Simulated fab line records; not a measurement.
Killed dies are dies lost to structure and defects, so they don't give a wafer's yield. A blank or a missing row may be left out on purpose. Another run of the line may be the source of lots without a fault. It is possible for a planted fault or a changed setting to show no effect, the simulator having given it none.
One fault through the eyes of 2 desks | flow sfq line | every desk sees just its own numbers, and what lay behind them comes last

== THE TOOL OWNER'S DESK: cmp-01 ==
The tool's own readings at SFQ_TRILAYER_I0_CMP_CMP_028 (polishes SiO2): means of the sampled wafers that have a number, for each lot that ran on this tool. If a lot's mean is further than 4 standard deviations from the usual mean, the lot is out of limits and carries the mark OUT (the distance appears in the brackets).
Columns: A = motor current A at SFQ_TRILAYER_I0_CMP_CMP_028, usual 10.2 A; B = time to endpoint s at SFQ_TRILAYER_I0_CMP_CMP_028, usual 217 s
lot  | first seen here | A    | B
L342 | day 12 01:20    | 10.2 | 222
L345 | day 13 09:03    | 10.1 | 238
L346 | day 14 07:23    | 9.9  | 247
L347 | day 14 15:53    | 10.2 | 283 (+8.4) OUT
L348 | day 15 03:23    | 10.5 | 216
L353 | day 17 05:44    | 10.5 | 216
L354 | day 17 10:10    | 10.1 | 217
L356 | day 17 18:04    | 10.3 | 224
L357 | day 18 03:28    | 10.4 | 211
L362 | day 20 10:28    | 10.3 | 214
L363 | day 20 22:44    | 10.1 | 215
This desk's verdict: out of limits on L347, starting with L347 at day 14 15:53 (time to endpoint s at SFQ_TRILAYER_I0_CMP_CMP_028). L342, L345, L346, L348, L353, L354, L356, L357, L362, L363 stayed within limits.

== THE METROLOGY DESK ==
What the gauges read for every lot (on any tool): the sampled wafers with a number, averaged. If a lot's mean is further than 4 standard deviations from the usual mean, the lot is out of limits and carries the mark OUT (the distance appears in the brackets).
Columns: A = M6_OVL at SFQ_M6_OVL_MEAS_940, usual -2 nm; B = I7_OVL at SFQ_I7_OVL_MEAS_947, usual 2 nm; C = M8_BOW at SFQ_M8_BOW_MEAS_951, usual 8 um
lot  | first seen here | A   | B  | C
L342 | day 69 23:33    | -10 | 1  | 1
L345 | day 70 22:50    | 2   | 5  | -5
L346 | day 71 15:11    | 2   | 3  | 8
L347 | day 72 00:03    | -4  | 4  | -8
L348 | day 74 06:25    | 5   | 9  | 2
L353 | day 82 12:16    | 2   | 4  | 6
L354 | day 82 22:02    | -7  | -2 | -3
L355 | day 83 07:38    | -7  | -4 | 2
L356 | day 83 12:26    | -5  | -8 | 6
L357 | day 83 14:50    | -9  | 5  | 32
L359 | day 83 22:02    | -7  | 3  | 9
L360 | day 84 01:38    | 1   | -4 | 14
L361 | day 84 04:02    | 6   | 4  | 23
L362 | day 84 07:38    | 8   | 6  | 12
L363 | day 84 11:14    | -1  | 5  | 5
This desk found nothing out of limits on any of the 15 lots.

== PUT TOGETHER ==
At day 14 15:53, on L347, the tool owner's desk was in a position to raise an alarm.
From the metrology desk's view, nothing was out of limits.
The metrology desk has L347 on record, within its limits.
Of the lots named, all ran SFQ_TRILAYER_I0_CMP_CMP_028 on cmp-01.

== WHAT WAS PUT IN BY THE SIMULATOR ==
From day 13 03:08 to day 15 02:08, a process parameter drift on cmp-01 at SFQ_TRILAYER_I0_CMP_CMP_028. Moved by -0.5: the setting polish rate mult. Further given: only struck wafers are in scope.
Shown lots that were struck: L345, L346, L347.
How many hours passed from the start of the fault until each desk's first out-of-limits reading: the tool owner's desk, 37.
